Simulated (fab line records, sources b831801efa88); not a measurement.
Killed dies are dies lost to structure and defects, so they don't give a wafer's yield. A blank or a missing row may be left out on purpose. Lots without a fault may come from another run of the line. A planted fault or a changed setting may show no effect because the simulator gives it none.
fab line records | flow gf180mcu
record lots=24 wafers=72 last_day=34
route steps=602 shown V3@433 M4@457 V4@479 M5@537 V5@566
lots that met no fault: from a run of the same line without faults
start_h: hours from the record's first day to the start of the lot's first wafer shown | wait_h: hours since the lot's step before | " the same as in the row above | L1.1+2: a row that stands for several wafers | - no value, or no start given | * or withheld: withheld | < > ~ a bound
route shown NAME@n: a module of which the file shows steps, and the number in the route of the first | usual: mean/standard deviation of fault-free wafers | same: alike in all rows | chamber/n: place in a boat | sites: the reading at each site | _std_site: their standard deviation | _edge_site: outer sites' mean less inner sites' | radius_mm: how far each site lies from the wafer's centre | mask NAME#n: copy n | behind: the tool/chamber that last shaped the wafer | hold: why the lot was held/for how many hours/how that ended | device: the transistor (n, p or np) that didn't switch | end of line: the same wafers' tests at the end of the route | a step without rows: its recipe alone | killed: dies lost to structure and defects at the first sort, not the wafer's yield | map: a wafer's dies, x killed, . not, _ none there
set.NAME: the setting as run; set.NAME@STEP: as run at that earlier step | model.NAME: the simulator's own value behind a step, which no gauge read
steps of the route over a sample of lots; a table a step, a row a wafer
services: from which hour (start_h, from the record's first day; less than 0 if before it) a tool's chamber was out of use, for how many hours, and why
## steps
# step GF_V3_CMP_04
# recipe material=SiO2 down_force_psi=4 platen_rpm=60 pad_velocity_m_s=0.94248
# usual motor_current_A=12.0/1.3 time_to_endpoint_s=83/5.6
# columns lot.wafer tool chamber start_h wait_h motor_current_A time_to_endpoint_s
L074.2 cmp-02 2 494.06 0.0 11.6 83
L074.4 " 1 " " 10.5 89
L074.5 " 2 " " 12.3 83
L075.2 cmp-02 2 511.11 0.0 11.4 83
L075.1 " 3 " " 11.7 77
L075.5 " 3 " " 12.1 82
L076.2 cmp-02 3 516.71 0.1 11.6 70
L076.5 " 1 " " 10.6 86
L076.6 " 2 " " 11.4 87
L077.3 cmp-01 3 526.89 0.1 10.9 77
L077.2 " 1 " " 10.9 88
L077.5 " 2 " " 12.1 89
L078.1 cmp-01 3 533.57 0.1 10.7 84
L078.5 " 2 " " 11.6 86
L078.6 " 3 " " 10.9 93
L079.4 cmp-01 0 547.37 0.1 13.8 90
L079.3 " 1 " " 11.6 93
L079.6 " 0 " " 14.1 86
L080.2 cmp-01 1 550.10 0.0 11.8 83
L080.1 " 3 " " 11.3 84
L080.5 " 2 " " 11.7 89
L081.3 cmp-01 1 570.79 0.1 11.7 77
L081.2 " 2 " " 11.2 79
L081.1 " 3 " " 11.6 77
L082.4 cmp-02 2 576.51 0.1 11.8 91
L082.5 " 1 " " 10.5 91
L082.6 " 2 " " 11.9 85
L083.4 cmp-02 1 578.94 0.1 10.3 92
L083.5 " 3 " " 11.4 80
L083.6 " 0 " " 14.6 88
L084.4 cmp-02 2 589.02 0.2 11.9 84
L084.6 " 3 " " 12.2 82
L084.5 " 0 " " 14.2 86
L085.4 cmp-01 3 590.44 0.0 11.3 84
L085.3 " 2 " " 11.5 77
L085.5 " 3 " " 11.7 85
L086.1 cmp-02 0 602.81 0.1 14.7 91
L086.4 " 1 " " 10.3 95
L086.5 " 2 " " 11.9 93
L087.2 cmp-02 2 612.11 0.1 11.7 84
L087.1 " 3 " " 11.9 77
L087.3 " 0 " " 14.9 79
L088.3 cmp-02 1 619.26 0.0 10.2 84
L088.2 " 3 " " 11.9 82
L088.6 " 2 " " 11.7 86
L089.1 cmp-02 0 623.60 0.1 14.0 85
L089.4 " 3 " " 12.4 87
L089.5 " 0 " " 14.6 91
L090.1 cmp-02 1 632.16 0.2 10.3 80
L090.5 " 2 " " 12.1 81
L090.6 " 3 " " 11.6 76
L091.4 cmp-02 3 637.25 0.1 12.2 71
L091.2 " 0 " " 15.1 72
L091.3 " 1 " " 10.5 75
L092.2 cmp-01 3 648.00 0.1 11.0 85
L092.1 " 0 " " 13.9 78
L092.6 " 2 " " 11.6 82
L093.4 cmp-01 1 651.92 0.0 11.6 88
L093.6 " 1 " " 11.9 84
L093.5 " 2 " " 11.5 72
L094.3 cmp-01 0 657.95 0.1 14.2 76
L094.1 " 2 " " 11.9 81
L094.6 " 0 " " 13.3 75
L095.3 cmp-01 3 668.37 0.0 11.3 81
L095.2 " 1 " " 11.6 83
L095.5 " 3 " " 11.1 83
L096.2 cmp-01 3 670.97 0.1 11.4 81
L096.3 " 0 " " 14.4 76
L096.6 " 2 " " 11.9 82
L097.3 cmp-02 2 675.81 0.1 11.6 79
L097.2 " 3 " " 12.2 76
L097.6 " 1 " " 11.1 82
# step GF_M4_SPUTTER_01
# recipe material=TiN target_thk_nm=30 power_w=6500 time_s=25 chamber_pressure_pa=0.4
# usual chamber_pressure_pa=0.3999/0.00084 throttle_valve_pct=29.8/1
# columns lot.wafer tool chamber start_h wait_h chamber_pressure_pa throttle_valve_pct
L074.2 pvd_sputter-03 - 519.72 0.1 0.3991 29.1
L074.4 " - " " 0.3995 30.3
L074.5 " - " " 0.4011 30.2
L075.1 pvd_sputter-03 - 536.44 0.1 0.4005 30.0
L075.2 " - " " 0.3982 28.8
L075.5 " - " " 0.4010 30.1
L076.2 pvd_sputter-02 - 541.93 0.1 0.4001 29.5
L076.5 " - " " 0.3996 30.9
L076.6 " - " " 0.3992 28.5
L077.2 pvd_sputter-04 - 551.64 0.1 0.3990 28.4
L077.3 " - " " 0.4003 31.8
L077.5 " - " " 0.4002 29.4
L078.1 pvd_sputter-04 - 558.34 0.1 0.4007 31.8
L078.5 " - " " 0.3995 29.4
L078.6 " - " " 0.3998 28.5
L079.3 pvd_sputter-04 - 571.37 0.1 0.4003 28.5
L079.4 " - " " 0.4000 31.5
L079.6 " - " " 0.4003 30.4
L080.1 pvd_sputter-03 - 575.22 0.1 0.4002 29.1
L080.2 " - " " 0.3997 30.0
L080.5 " - " " 0.4012 29.9
L081.1 pvd_sputter-04 - 593.99 0.1 0.4004 28.4
L081.2 " - " " 0.4004 29.7
L081.3 " - " " 0.3987 30.2
L082.4 pvd_sputter-04 - 600.05 0.1 0.3994 31.7
L082.5 " - " " 0.3993 28.4
L082.6 " - " " 0.4000 31.6
L083.4 pvd_sputter-03 - 601.64 0.1 0.4004 29.4
L083.5 " - " " 0.3997 29.8
L083.6 " - " " 0.3992 29.2
L084.4 pvd_sputter-03 - 612.07 0.1 0.4008 30.0
L084.5 " - " " 0.3998 29.3
L084.6 " - " " 0.3994 29.0
L085.3 pvd_sputter-04 - 614.19 0.1 0.3984 30.5
L085.4 " - " " 0.4008 29.6
L085.5 " - " " 0.4000 31.7
L086.1 pvd_sputter-04 - 625.63 0.1 0.4009 30.3
L086.4 " - " " 0.4005 31.6
L086.5 " - " " 0.4007 31.8
L087.1 pvd_sputter-04 - 635.19 0.1 0.3995 28.7
L087.2 " - " " 0.3995 31.4
L087.3 " - " " 0.3998 29.4
L088.2 pvd_sputter-04 - 644.64 0.1 0.3990 30.4
L088.3 " - " " 0.4003 29.8
L088.6 " - " " 0.4006 29.5
L089.1 pvd_sputter-04 - 646.25 0.1 0.4004 30.5
L089.4 " - " " 0.3988 31.8
L089.5 " - " " 0.4006 28.5
L090.1 pvd_sputter-04 - 654.16 0.1 0.3977 28.5
L090.5 " - " " 0.4014 30.6
L090.6 " - " " 0.3997 29.4
L091.2 pvd_sputter-03 - 659.07 0.1 0.3995 28.9
L091.3 " - " " 0.3993 29.2
L091.4 " - " " 0.3997 30.0
L092.1 pvd_sputter-02 - 671.36 1.2 0.4008 29.4
L092.2 " - " " 0.3997 28.8
L092.6 " - " " 0.4005 28.6
L093.4 pvd_sputter-02 - 673.21 0.1 0.3996 29.4
L093.5 " - " " 0.3999 30.6
L093.6 " - " " 0.3983 28.6
L094.1 pvd_sputter-02 - 679.00 0.1 0.4001 28.6
L094.3 " - " " 0.3993 29.5
L094.6 " - " " 0.3994 28.8
L095.2 pvd_sputter-03 - 689.35 0.1 0.3983 29.1
L095.3 " - " " 0.3998 29.0
L095.5 " - " " 0.4006 30.3
L096.2 pvd_sputter-04 - 691.94 0.1 0.3991 31.6
L096.3 " - " " 0.3986 30.3
L096.6 " - " " 0.4006 31.5
L097.2 pvd_sputter-02 - 696.82 0.1 0.4004 28.6
L097.3 " - " " 0.3982 29.4
L097.6 " - " " 0.4011 30.7
# step GF_M4_STRIP_17
# recipe chemistry=O2/N2 power_w=1400 pressure_mtorr=1500 platen_temp_c=250 o2_flow_sccm=3000 n2_flow_sccm=300 overash_fraction=0.5
# usual drypump_motor_current_A=5.9/0.4 heater_power_w=347/41 oes_product_au=0.537/0.0054 strip_time_to_endpoint_s=7.36/0.074
# columns lot.wafer tool chamber start_h wait_h drypump_motor_current_A heater_power_w oes_product_au rf_hours_counter_h strip_time_to_endpoint_s
L074.2 plasma_asher-03 1 543.06 0.1 6.3 331 0.531 75 7.32
L074.4 " 0 " " 6.4 383 0.538 - 7.34
L074.5 " 1 " " 6.3 334 0.535 - 7.29
L075.1 plasma_asher-01 1 559.36 0.1 5.9 398 0.534 12 7.39
L075.2 " 0 " " 5.5 376 0.545 12 7.56
L075.5 " 0 " " 5.5 377 0.543 - 7.55
L076.2 plasma_asher-03 1 564.61 0.1 6.4 333 0.541 78 7.36
L076.5 " 1 " " 6.3 332 0.547 - 7.50
L076.6 " 0 " " 6.4 391 0.545 - 7.32
L077.2 plasma_asher-01 1 574.41 0.1 6.0 399 0.536 14 7.31
L077.3 " 1 " " 6.0 389 0.541 - 7.36
L077.5 " 0 " " 5.5 377 0.538 - 7.50
L078.1 plasma_asher-01 0 580.71 0.1 5.5 375 0.550 15 7.51
L078.5 " 0 " " 5.5 382 0.541 - 7.35
L078.6 " 1 " " 6.0 390 0.535 - 7.52
L079.3 plasma_asher-01 0 593.61 0.2 5.5 384 0.529 - 7.30
L079.4 " 1 " " 6.0 392 0.526 - 7.31
L079.6 " 1 " " 6.0 390 0.533 - 7.29
L080.1 plasma_asher-03 1 597.06 0.1 6.3 330 0.538 81 7.37
L080.2 " 0 " " 6.5 393 0.537 81 7.41
L080.5 " 1 " " 6.3 337 0.537 - 7.37
L081.1 plasma_asher-03 1 615.51 0.1 6.4 329 0.541 83 7.31
L081.2 " 0 " " 6.4 384 0.536 83 7.36
L081.3 " 1 " " 6.3 324 0.535 - 7.34
L082.4 plasma_asher-02 0 621.27 0.1 5.5 271 0.537 - 7.35
L082.5 " 1 " " 5.5 308 0.530 - 7.29
L082.6 " 0 " " 5.5 278 0.538 - 7.36
L083.4 plasma_asher-03 0 623.81 0.1 6.4 393 0.534 - 7.34
L083.5 " 0 " " 6.4 390 0.535 - 7.33
L083.6 " 1 " " 6.3 333 0.534 - 7.33
L084.4 plasma_asher-01 1 632.86 0.1 6.0 394 0.539 - 7.35
L084.5 " 1 " " 6.0 390 0.531 - 7.29
L084.6 " 0 " " 5.5 372 0.537 - 7.39
L085.3 plasma_asher-03 1 635.28 0.1 6.4 326 0.527 - 7.33
L085.4 " 0 " " 6.4 389 0.538 - 7.36
L085.5 " 1 " " 6.3 331 0.532 - 7.30
L086.1 plasma_asher-03 1 646.06 0.1 6.3 333 0.541 86 7.36
L086.4 " 1 " " 6.3 323 0.533 - 7.35
L086.5 " 1 " " 6.4 331 0.536 - 7.36
L087.1 plasma_asher-02 0 655.15 0.1 5.5 279 0.535 103 7.30
L087.2 " 1 " " 5.5 306 0.533 103 7.29
L087.3 " 1 " " 5.5 309 0.535 - 7.25
L088.2 plasma_asher-02 0 664.71 0.1 5.5 276 0.533 104 7.34
L088.3 " 0 " " 5.5 281 0.531 - 7.33
L088.6 " 0 " " 5.5 276 0.529 - 7.36
L089.1 plasma_asher-02 1 666.78 0.1 5.6 315 0.529 105 7.35
L089.4 " 0 " " 5.5 281 0.540 - 7.32
L089.5 " 1 " " 5.6 303 0.534 - 7.38
L090.1 plasma_asher-03 1 674.23 0.1 6.4 328 0.539 88 7.41
L090.5 " 1 " " 6.3 325 0.536 - 7.39
L090.6 " 0 " " 6.4 379 0.540 - 7.49
L091.2 plasma_asher-02 1 679.19 0.2 5.5 312 0.534 106 7.32
L091.3 " 1 " " 5.6 313 0.531 - 7.26
L091.4 " 0 " " 5.5 277 0.537 - 7.27
L092.1 plasma_asher-03 1 691.11 0.1 6.3 332 0.533 90 7.29
L092.2 " 0 " " 6.4 384 0.538 90 7.29
L092.6 " 1 " " 6.3 325 0.532 - 7.29
L093.4 plasma_asher-02 0 692.38 0.1 5.5 274 0.541 - 7.48
L093.5 " 0 " " 5.5 286 0.539 - 7.41
L093.6 " 1 " " 5.5 305 0.529 - 7.35
L094.1 plasma_asher-01 1 698.30 0.1 6.0 382 0.540 27 7.39
L094.3 " 1 " " 6.0 392 0.539 - 7.38
L094.6 " 1 " " 6.0 397 0.546 - 7.49
L095.2 plasma_asher-03 1 708.46 0.1 6.4 319 0.530 92 7.33
L095.3 " 0 " " 6.4 382 0.540 - 7.43
L095.5 " 0 " " 6.4 384 0.531 - 7.30
L096.2 plasma_asher-01 0 710.50 0.1 5.5 379 0.533 28 7.32
L096.3 " 0 " " 5.5 369 0.533 - 7.30
L096.6 " 0 " " 5.5 366 0.538 - 7.33
L097.2 plasma_asher-02 1 716.21 0.1 5.5 305 0.548 110 7.39
L097.3 " 0 " " 5.5 282 0.537 - 7.44
L097.6 " 1 " " 5.5 308 0.544 - 7.44
# step GF_V4_THK_MEAS_03
# recipe reads=SiO2_of_V4_CVD_02
# usual V4_CVD_02_THK=852/12
# columns lot.wafer tool chamber start_h wait_h V4_CVD_02_THK[nm]
L074.2 film_metro-04 - 543.81 0.0 840
L074.4 " - " " 851
L074.5 " - " " 846
L075.1 film_metro-04 - 560.13 0.0 847
L075.2 " - " " 826
L075.5 " - " " 854
L076.2 film_metro-01 - 565.36 0.0 837
L076.5 " - " " 868
L076.6 " - " " 854
L077.2 film_metro-03 - 575.16 0.0 858
L077.3 " - " " 842
L077.5 " - " " 862
L078.1 film_metro-04 - 581.45 0.0 862
L078.5 " - " " 874
L078.6 " - " " 882
L079.3 film_metro-04 - 594.36 0.1 850
L079.4 " - " " 856
L079.6 " - " " 848
L080.1 film_metro-03 - 597.79 0.0 857
L080.2 " - " " 843
L080.5 " - " " 865
L081.1 film_metro-01 - 616.27 0.0 859
L081.2 " - " " 840
L081.3 " - " " 839
L082.4 film_metro-04 - 622.35 0.0 847
L082.5 " - " " 854
L082.6 " - " " 856
L083.4 film_metro-01 - 624.63 0.0 865
L083.5 " - " " 839
L083.6 " - " " 855
L084.4 film_metro-03 - 633.59 0.0 860
L084.5 " - " " 872
L084.6 " - " " 851
L085.3 film_metro-04 - 636.00 0.1 844
L085.4 " - " " 868
L085.5 " - " " 846
L086.1 film_metro-04 - 647.31 0.0 855
L086.4 " - " " 867
L086.5 " - " " 861
L087.1 film_metro-01 - 655.88 0.0 841
L087.2 " - " " 850
L087.3 " - " " 836
L088.2 film_metro-01 - 665.45 0.0 852
L088.3 " - " " 839
L088.6 " - " " 859
L089.1 film_metro-01 - 667.52 0.0 855
L089.4 " - " " 884
L089.5 " - " " 863
L090.1 film_metro-01 - 675.01 0.0 843
L090.5 " - " " 864
L090.6 " - " " 850
L091.2 film_metro-03 - 679.93 0.0 847
L091.3 " - " " 854
L091.4 " - " " 859
L092.1 film_metro-01 - 691.84 0.0 852
L092.2 " - " " 844
L092.6 " - " " 876
L093.4 film_metro-03 - 693.14 0.0 871
L093.5 " - " " 868
L093.6 " - " " 851
L094.1 film_metro-04 - 699.06 0.0 859
L094.3 " - " " 854
L094.6 " - " " 867
L095.2 film_metro-03 - 709.21 0.0 859
L095.3 " - " " 848
L095.5 " - " " 856
L096.2 film_metro-04 - 711.24 0.0 847
L096.3 " - " " 841
L096.6 " - " " 866
L097.2 film_metro-03 - 716.95 0.0 822
L097.3 " - " " 838
L097.6 " - " " 837
# step GF_M5_STRIP_11
# recipe chemistry=O2/N2 power_w=1400 pressure_mtorr=1500 platen_temp_c=250 o2_flow_sccm=3000 n2_flow_sccm=300 overash_fraction=0.5
# usual drypump_motor_current_A=5.8/0.58 heater_power_w=326/39 oes_product_au=0.522/0.006 strip_time_to_endpoint_s=7.03/0.083
# columns lot.wafer tool chamber start_h wait_h drypump_motor_current_A heater_power_w oes_product_au rf_hours_counter_h strip_time_to_endpoint_s
L074.2 plasma_asher-03 0 612.54 0.1 6.4 393 0.515 82 6.99
L074.4 " 0 " " 6.4 398 0.520 - 6.98
L074.5 " 0 " " 6.4 386 0.522 - 7.01
L075.1 plasma_asher-03 0 627.48 0.1 6.4 390 0.522 84 7.02
L075.2 " 1 " " 6.4 326 0.517 84 6.97
L075.5 " 0 " " 6.4 384 0.510 - 7.01
L076.2 plasma_asher-04 0 633.13 0.1 5.4 287 0.528 52 7.18
L076.5 " 1 " " 4.9 326 0.536 - 7.15
L076.6 " 0 " " 5.4 284 0.522 - 7.05
L077.2 plasma_asher-04 0 641.44 0.1 5.4 287 0.513 53 6.94
L077.3 " 0 " " 5.4 291 0.523 - 7.03
L077.5 " 1 " " 4.9 320 0.512 - 6.92
L078.1 plasma_asher-04 1 646.45 0.1 4.8 333 0.522 54 7.01
L078.5 " 1 " " 4.9 315 0.526 - 7.08
L078.6 " 0 " " 5.4 286 0.521 - 7.05
L079.3 plasma_asher-03 1 659.62 0.1 6.4 325 0.519 - 6.99
L079.4 " 0 " " 6.4 386 0.513 - 6.88
L079.6 " 0 " " 6.4 394 0.523 - 6.95
L080.1 plasma_asher-04 1 662.18 0.1 4.9 311 0.526 56 7.08
L080.2 " 0 " " 5.4 288 0.523 56 7.09
L080.5 " 0 " " 5.4 292 0.524 - 7.07
L081.1 plasma_asher-02 0 679.69 0.1 5.5 278 0.522 106 6.98
L081.2 " 1 " " 5.5 300 0.519 106 7.10
L081.3 " 0 " " 5.5 278 0.522 - 7.12
L082.4 plasma_asher-03 1 684.22 0.1 6.4 326 0.517 - 7.00
L082.5 " 0 " " 6.4 397 0.540 - 7.17
L082.6 " 1 " " 6.4 333 0.524 - 7.03
L083.4 plasma_asher-03 1 686.67 0.1 6.3 327 0.516 - 6.93
L083.5 " 0 " " 6.4 393 0.521 - 6.97
L083.6 " 1 " " 6.4 334 0.524 - 6.90
L084.4 plasma_asher-04 1 695.16 0.1 4.9 322 0.522 - 7.02
L084.5 " 0 " " 5.4 283 0.524 - 7.14
L084.6 " 1 " " 4.9 330 0.521 - 7.01
L085.3 plasma_asher-04 0 698.00 0.2 5.4 294 0.521 - 6.94
L085.4 " 1 " " 4.9 336 0.519 - 6.98
L085.5 " 0 " " 5.4 296 0.525 - 6.98
L086.1 plasma_asher-03 1 707.59 0.1 6.4 332 0.520 92 7.10
L086.4 " 1 " " 6.4 334 0.527 - 7.06
L086.5 " 1 " " 6.4 331 0.525 - 7.18
L087.1 plasma_asher-03 1 714.86 0.1 6.4 328 0.529 92 7.17
L087.2 " 0 " " 6.4 394 0.530 92 7.04
L087.3 " 1 " " 6.3 326 0.520 - 7.06
L088.2 plasma_asher-03 0 724.93 0.1 6.4 388 0.527 93 7.08
L088.3 " 1 " " 6.3 328 0.522 - 7.02
L088.6 " 0 " " 6.4 386 0.526 - 7.03
L089.1 plasma_asher-04 0 726.53 0.1 5.4 284 0.532 63 7.20
L089.4 " 1 " " 4.8 326 0.523 - 7.03
L089.5 " 1 " " 4.8 332 0.520 - 7.12
L090.1 plasma_asher-02 1 733.48 0.1 5.5 306 0.518 112 7.05
L090.5 " 1 " " 5.5 301 0.529 - 7.15
L090.6 " 0 " " 5.5 289 0.521 - 7.02
L091.2 plasma_asher-03 0 737.93 0.1 6.4 388 0.521 95 7.08
L091.3 " 1 " " 6.4 330 0.528 - 7.08
L091.4 " 0 " " 6.4 392 0.526 - 7.10
L092.1 plasma_asher-03 1 748.36 0.2 6.3 331 0.514 96 6.87
L092.2 " 0 " " 6.4 384 0.517 96 6.84
L092.6 " 1 " " 6.3 330 0.512 - 6.87
L093.4 plasma_asher-02 0 749.82 0.1 5.5 270 0.526 - 7.06
L093.5 " 1 " " 5.5 307 0.520 - 7.03
L093.6 " 0 " " 5.5 270 0.516 - 7.04
L094.1 plasma_asher-02 1 756.26 0.2 5.5 314 0.517 1 6.88
L094.3 " 0 " " 5.5 267 0.518 - 6.91
L094.6 " 1 " " 5.5 309 0.513 - 6.91
L095.2 plasma_asher-02 0 764.63 0.1 5.5 266 0.521 2 7.09
L095.3 " 0 " " 5.5 278 0.529 - 7.01
L095.5 " 0 " " 5.5 270 0.514 - 7.01
L096.2 plasma_asher-02 0 767.08 0.1 5.5 276 0.520 2 6.99
L096.3 " 0 " " 5.5 268 0.524 - 7.16
L096.6 " 1 " " 5.5 315 0.527 - 7.14
L097.2 plasma_asher-04 0 770.08 0.1 5.4 292 0.523 68 7.00
L097.3 " 1 " " 4.9 332 0.519 - 7.03
L097.6 " 0 " " 5.4 285 0.536 - 7.00
# step GF_V5_CMP_26
# recipe stop_on=SiO2 down_force_psi=3.5 platen_rpm=60 t_overpolish_s=15 target_thk_nm=0 pad_velocity_m_s=0.94248
# usual motor_current_A=11.1/1.2 overpolish_run_s=15.000/0.0096 time_to_endpoint_s=88/4.1
# columns lot.wafer tool chamber start_h wait_h motor_current_A overpolish_run_s time_to_endpoint_s
L074.4 cmp-01 1 635.53 0.1 10.2 15.012 87
L074.2 " 2 " " 10.7 15.007 85
L074.5 " 3 " " 10.1 15.009 87
L075.2 cmp-02 3 649.96 0.0 11.3 15.009 87
L075.1 " 2 " " 10.8 15.003 87
L075.5 " 3 " " 10.4 15.011 86
L076.2 cmp-02 0 655.47 0.2 14.0 14.987 86
L076.5 " 1 " " 9.4 14.999 84
L076.6 " 2 " " 11.2 14.987 84
L077.2 cmp-01 2 663.47 0.0 10.6 14.981 85
L077.3 " 0 " " 12.8 14.987 83
L077.5 " 2 " " 10.6 15.007 83
L078.1 cmp-02 3 668.31 0.1 10.6 15.011 80
L078.6 " 2 " " 10.9 15.007 79
L078.5 " 3 " " 11.0 15.012 80
L079.4 cmp-01 1 681.15 0.1 10.7 15.001 94
L079.3 " 2 " " 11.0 15.002 87
L079.6 " 0 " " 12.1 15.008 89
L080.2 cmp-01 2 683.29 0.1 10.9 14.991 88
L080.1 " 0 " " 12.9 14.990 91
L080.5 " 2 " " 10.4 15.009 94
L081.1 cmp-01 2 701.67 0.2 10.9 14.999 86
L081.2 " 3 " " 10.9 14.990 88
L081.3 " 0 " " 12.8 14.986 85
L082.4 cmp-01 2 705.87 0.0 10.9 15.004 84
L082.6 " 2 " " 10.7 15.012 85
L082.5 " 3 " " 10.8 14.989 84
L083.4 cmp-02 1 708.38 0.2 9.9 15.008 89
L083.6 " 2 " " 10.3 15.000 84
L083.5 " 3 " " 11.4 15.010 81
L084.4 cmp-01 2 715.84 0.2 10.3 14.998 86
L084.6 " 3 " " 9.9 15.000 86
L084.5 " 0 " " 12.6 14.998 80
L085.4 cmp-01 3 718.45 0.1 10.5 15.019 87
L085.3 " 1 " " 10.2 14.989 90
L085.5 " 3 " " 9.9 15.010 89
L086.4 cmp-01 2 728.26 0.1 10.6 14.999 88
L086.1 " 3 " " 10.2 14.999 87
L086.5 " 0 " " 12.8 14.991 90
L087.1 cmp-01 1 735.66 0.1 10.7 15.019 96
L087.2 " 2 " " 11.1 15.009 90
L087.3 " 0 " " 12.4 15.001 85
L088.3 cmp-02 1 744.60 0.0 9.4 14.997 95
L088.2 " 3 " " 11.0 14.992 88
L088.6 " 1 " " 9.9 14.991 97
L089.1 cmp-02 2 746.65 0.2 11.0 14.998 92
L089.4 " 3 " " 11.0 14.995 87
L089.5 " 0 " " 13.3 15.002 90
L090.1 cmp-02 0 754.33 0.3 13.3 15.013 87
L090.5 " 0 " " 13.3 14.999 89
L090.6 " 1 " " 9.8 14.988 86
L091.4 cmp-02 2 757.40 0.0 10.6 15.008 84
L091.3 " 3 " " 10.5 15.007 82
L091.2 " 1 " " 9.8 14.995 83
L092.1 cmp-01 0 768.20 0.1 12.4 14.998 88
L092.2 " 1 " " 10.5 15.002 95
L092.6 " 1 " " 10.6 14.997 93
L093.4 cmp-01 1 768.93 0.3 10.6 14.994 94
L093.6 " 1 " " 10.3 14.979 90
L093.5 " 2 " " 11.0 14.985 88
L094.3 cmp-02 0 775.40 0.1 13.5 14.992 89
L094.1 " 1 " " 9.2 15.005 93
L094.6 " 0 " " 13.2 15.009 89
L095.2 cmp-01 1 783.36 0.1 10.4 14.991 93
L095.3 " 2 " " 11.0 14.994 87
L095.5 " 0 " " 13.1 15.011 89
L096.3 cmp-02 1 786.26 0.0 9.7 14.999 94
L096.2 " 0 " " 13.4 15.009 92
L096.6 " 1 " " 9.8 15.001 92
L097.2 cmp-01 0 788.74 0.0 12.7 15.019 87
L097.3 " 2 " " 10.9 15.002 90
L097.6 " 0 " " 12.5 14.990 91
## services
# columns tool chamber start_h hours kind
plasma_asher-02 - 471.55 0.9 repair
cmp-02 - 479.47 1.4 repair
cmp-02 - 489.92 1.5 repair
pvd_sputter-04 - 531.03 1.6 repair
cmp-02 - 543.04 17.6 pm
pvd_sputter-04 - 564.83 1.8 repair
cmp-02 - 572.03 4.0 pm
cmp-01 - 573.51 1.0 repair
plasma_asher-03 - 586.02 2.8 pm
cmp-01 - 600.54 3.5 repair
plasma_asher-02 - 608.44 8.0 repair
cmp-02 - 620.41 1.0 repair
cmp-01 - 637.47 0.7 repair
plasma_asher-03 - 667.43 0.8 repair
plasma_asher-03 - 670.48 2.3 repair
cmp-02 - 708.83 6.0 pm
cmp-02 - 719.36 2.4 repair
plasma_asher-02 - 733.75 9.0 pm
cmp-01 - 740.60 9.1 repair
cmp-01 - 749.72 4.0 pm
cmp-01 - 758.85 5.5 pm
plasma_asher-02 - 768.70 11.4 repair
cmp-01 - 779.43 0.9 repair
plasma_asher-02 - 786.86 2.8 pm
## key
fault none
